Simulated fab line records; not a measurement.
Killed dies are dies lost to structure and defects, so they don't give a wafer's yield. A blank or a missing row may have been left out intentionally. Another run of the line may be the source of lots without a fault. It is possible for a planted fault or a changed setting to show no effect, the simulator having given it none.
Chamber matching ; flow sfqLine ; cmp-02 running SFQ_TRILAYER_I0_CMP_CMP_028: 4 sister chambers
The step polishes SiO2. 8 wafers are shown with their chamber, then 8 later ones without.

## EACH WAFER AND ITS CHAMBER
wafer;chamber;motorCurrentA (A);timeToEndpointS (s)
L736.4;2;9.2;218
L737.2;2;8.8;211
L740.1;0;11.3;203
L740.2;3;9.8;208
L740.6;1;9.8;224
L741.4;1;9.5;208
L741.2;3;10.1;194
L741.3;0;11.6;192

## WAFERS WITHOUT THEIR CHAMBER
wafer;motorCurrentA (A);timeToEndpointS (s)
L742.2;9.5;208
L742.5;11.0;217
L742.6;9.6;228
L743.2;10.4;200
L743.1;9.4;197
L743.5;10.5;219
L746.1;10.9;186
L746.6;10.2;210

## EACH ONE'S CHAMBER
wafer;from the rows above;in truth
L742.2;can't be placed: 1 or 3 or 2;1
L742.5;can't be placed: 0 or 3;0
L742.6;can't be placed: 1 or 2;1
L743.2;can't be placed: 3 or 1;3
L743.1;can't be placed: 1 or 3 or 2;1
L743.5;can't be placed: 3 or 1 or 0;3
L746.1;can't be placed: 0 or 3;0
L746.6;can't be placed: 3 or 1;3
0 of 8 placed correctly. Unplaceable from these rows: 8, with the true chamber sitting among the candidates in 8. Placed wrongly: 0.
How it was worked out, from the rows above alone: a wafer's distance from a chamber is the root of the sum, over the readings, of the square of ((its reading less the chamber's mean) divided by the reading's scatter). If the next closest chamber is less than 2 further off than the closest, the wafer can't be placed; otherwise it belongs to the closest. The mean given for a chamber averages the wafers shown for that chamber. How the scatter is found: for the shown wafers, subtract from each reading the mean of its chamber, square and add these, divide the total by (wafers less chambers), then take the root.
